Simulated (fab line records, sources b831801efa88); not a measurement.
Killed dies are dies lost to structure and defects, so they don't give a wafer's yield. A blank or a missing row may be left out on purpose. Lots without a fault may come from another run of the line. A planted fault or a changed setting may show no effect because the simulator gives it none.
Which tool did it? | flow sky130 | 7 lots, 21 wafers sampled, at 3 steps of a route of 708

WHAT THE GAUGES READ, wafer by wafer
SKY_GATE_OXIDE_OVL_MEAS_10.
lot  | measured     | on         | GATE_OXIDE_OVL (nm)
L930 | day 14 13:12 | overlay-02 | 0.4 0.5 0.3
L932 | day 14 21:34 | overlay-02 | 1.2 -0.4 0.8
L934 | day 16 00:57 | overlay-02 | 3.0 1.0 0.2
L939 | day 18 06:18 | overlay-01 | -0.9 0.2 -0.2
L944 | day 20 00:24 | overlay-02 | 0.0 0.4 -1.7
L948 | day 21 06:16 | overlay-01 | 1.3 1.8 1.8
L951 | day 21 18:51 | overlay-01 | 0.1 1.1 0.8

WHICH TOOL RAN EACH LOT (tool, then ch and the chambers of the sampled wafers, then the start)
lot  | SKY_NWELL_STRIP_25                   | SKY_VT_ADJUST_LVTN_DEVELOP_17
L930 | plasma_asher-03 ch 0,1, day 5 23:09  | litho_track-01 ch 0, day 8 07:40
L932 | plasma_asher-03 ch 0,1, day 6 06:27  | litho_track-02 ch 0, day 8 16:08
L934 | plasma_asher-02 ch 0,1, day 6 18:44  | litho_track-03 ch 0, day 9 07:49
L939 | plasma_asher-03 ch 0,1, day 8 12:33  | litho_track-02 ch 0, day 11 06:07
L944 | plasma_asher-03 ch 0,1, day 9 18:39  | litho_track-01, day 12 17:04
L948 | plasma_asher-02 ch 0,1, day 10 15:43 | litho_track-01 ch 0, day 13 16:07
L951 | plasma_asher-02 ch 0,1, day 11 01:39 | litho_track-03 ch 0, day 14 02:28
- SKY_NWELL_STRIP_25: strips in O2/N2.
- SKY_VT_ADJUST_LVTN_DEVELOP_17: develop time 60 s.

THE ANSWER, worked out from the rows above alone
Rule: what is usual is taken from the lots themselves. Put in order of their means at a reading, lots are off if they are a third of the lots or fewer, leave a main group of 4 or more, and stand apart from it by a gap of 3 or more times the standard deviation of the main group's means; of several such gaps the widest counts. A main group whose means are all the same, to the digits that the tables above print for the reading, isn't used. A lot without any number at a reading at which 4 lots or more have one is off too. The other lots that the step has rows for count as sound.
No lot is off at any reading shown: from this, nothing can be told.

WHAT THE SIMULATOR HAD PUT IN
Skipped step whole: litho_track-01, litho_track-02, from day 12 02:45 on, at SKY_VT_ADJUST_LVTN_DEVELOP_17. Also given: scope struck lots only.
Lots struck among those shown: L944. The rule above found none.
